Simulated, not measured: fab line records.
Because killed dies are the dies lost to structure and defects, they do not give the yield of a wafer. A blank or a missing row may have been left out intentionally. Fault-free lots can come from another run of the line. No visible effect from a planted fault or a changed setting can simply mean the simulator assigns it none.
Matching of chambers / flow sky130 / SKY_LI_CONTACT_CMP_24 on cmp-02 has 4 sister chambers
The step polishes, stops on PSG, t overpolish 20 s, target thk 0 nm. 18 wafers are shown with their chamber, then 9 later ones without.

## WAFERS WITH THEIR CHAMBER
wafer=L944.1; chamber=1; motorCurrentA (A)=11.1; timeToEndpointS (s)=99; overpolishRunS (s)=20.002
wafer=L944.2; chamber=0; motorCurrentA (A)=9.8; timeToEndpointS (s)=95; overpolishRunS (s)=20.021
wafer=L944.4; chamber=3; motorCurrentA (A)=10.5; timeToEndpointS (s)=95; overpolishRunS (s)=19.996
wafer=L946.2; chamber=1; motorCurrentA (A)=12.0; timeToEndpointS (s)=100; overpolishRunS (s)=20.017
wafer=L946.3; chamber=3; motorCurrentA (A)=11.4; timeToEndpointS (s)=99; overpolishRunS (s)=20.026
wafer=L946.6; chamber=0; motorCurrentA (A)=9.8; timeToEndpointS (s)=101; overpolishRunS (s)=20.009
wafer=L947.1; chamber=3; motorCurrentA (A)=11.2; timeToEndpointS (s)=101; overpolishRunS (s)=20.005
wafer=L947.3; chamber=0; motorCurrentA (A)=9.5; timeToEndpointS (s)=99; overpolishRunS (s)=19.994
wafer=L947.4; chamber=1; motorCurrentA (A)=11.2; timeToEndpointS (s)=105; overpolishRunS (s)=20.003
wafer=L951.1; chamber=3; motorCurrentA (A)=10.9; timeToEndpointS (s)=94; overpolishRunS (s)=19.989
wafer=L951.3; chamber=0; motorCurrentA (A)=10.0; timeToEndpointS (s)=93; overpolishRunS (s)=20.013
wafer=L951.6; chamber=1; motorCurrentA (A)=11.6; timeToEndpointS (s)=97; overpolishRunS (s)=20.003
wafer=L953.3; chamber=3; motorCurrentA (A)=10.1; timeToEndpointS (s)=101; overpolishRunS (s)=20.016
wafer=L953.4; chamber=0; motorCurrentA (A)=10.0; timeToEndpointS (s)=96; overpolishRunS (s)=19.996
wafer=L953.6; chamber=0; motorCurrentA (A)=9.6; timeToEndpointS (s)=98; overpolishRunS (s)=19.988
wafer=L960.1; chamber=2; motorCurrentA (A)=10.5; timeToEndpointS (s)=85; overpolishRunS (s)=19.992
wafer=L960.2; chamber=0; motorCurrentA (A)=9.3; timeToEndpointS (s)=89; overpolishRunS (s)=20.005
wafer=L960.6; chamber=1; motorCurrentA (A)=11.5; timeToEndpointS (s)=93; overpolishRunS (s)=19.995

SIGNATURES, as means of the wafers listed above
reading=motorCurrentA; chamber 0=9.714; chamber 1=11.480; chamber 2=10.500; chamber 3=10.820; scatter within a chamber=0.38
reading=timeToEndpointS; chamber 0=95.86; chamber 1=98.80; chamber 2=85.00; chamber 3=98.00; scatter within a chamber=3.94
reading=overpolishRunS; chamber 0=20.00371; chamber 1=20.00400; chamber 2=19.99200; chamber 3=20.00640; scatter within a chamber=0.0118
Rule: for each reading, subtract the chamber's mean from the wafer's reading, divide by that reading's scatter and square the result; add these up over the readings and take the root, which gives the wafer's distance from the chamber. If the next closest chamber is less than 2 further off than the closest, the wafer can't be placed; otherwise it belongs to the closest. How the scatter is found: for the shown wafers, subtract from each reading the mean of its chamber, square and add these, divide the total by (wafers less chambers), then take the root.

## WAFERS MISSING THEIR CHAMBER
wafer=L961.4; motorCurrentA (A)=10.8; timeToEndpointS (s)=96; overpolishRunS (s)=20.003
wafer=L961.5; motorCurrentA (A)=10.6; timeToEndpointS (s)=94; overpolishRunS (s)=20.003
wafer=L961.6; motorCurrentA (A)=10.5; timeToEndpointS (s)=87; overpolishRunS (s)=20.003
wafer=L962.3; motorCurrentA (A)=10.5; timeToEndpointS (s)=92; overpolishRunS (s)=20.002
wafer=L962.4; motorCurrentA (A)=10.5; timeToEndpointS (s)=98; overpolishRunS (s)=19.994
wafer=L962.5; motorCurrentA (A)=11.7; timeToEndpointS (s)=99; overpolishRunS (s)=19.999
wafer=L964.4; motorCurrentA (A)=10.5; timeToEndpointS (s)=84; overpolishRunS (s)=20.017
wafer=L964.5; motorCurrentA (A)=10.4; timeToEndpointS (s)=99; overpolishRunS (s)=20.001
wafer=L964.6; motorCurrentA (A)=10.6; timeToEndpointS (s)=88; overpolishRunS (s)=19.995

## EACH ONE'S CHAMBER
wafer=L961.4; from the rows above=can't be placed: 3 or 1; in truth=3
wafer=L961.5; from the rows above=can't be placed: 3 or 0 or 2 or 1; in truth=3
wafer=L961.6; from the rows above=can't be placed: 2 or 3 or 0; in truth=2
wafer=L962.3; from the rows above=can't be placed: 3 or 2 or 0 or 1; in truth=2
wafer=L962.4; from the rows above=can't be placed: 3 or 0 or 1 or 2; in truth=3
wafer=L962.5; from the rows above=can't be placed: 1 or 3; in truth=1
wafer=L964.4; from the rows above=can't be placed: 2 or 3 or 0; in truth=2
wafer=L964.5; from the rows above=can't be placed: 3 or 0 or 1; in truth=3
wafer=L964.6; from the rows above=can't be placed: 2 or 3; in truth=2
Correct placement for 0 of the 9. Can't be placed from these rows: 9 (the true chamber is among the candidates in 9). Number placed wrongly: 0.
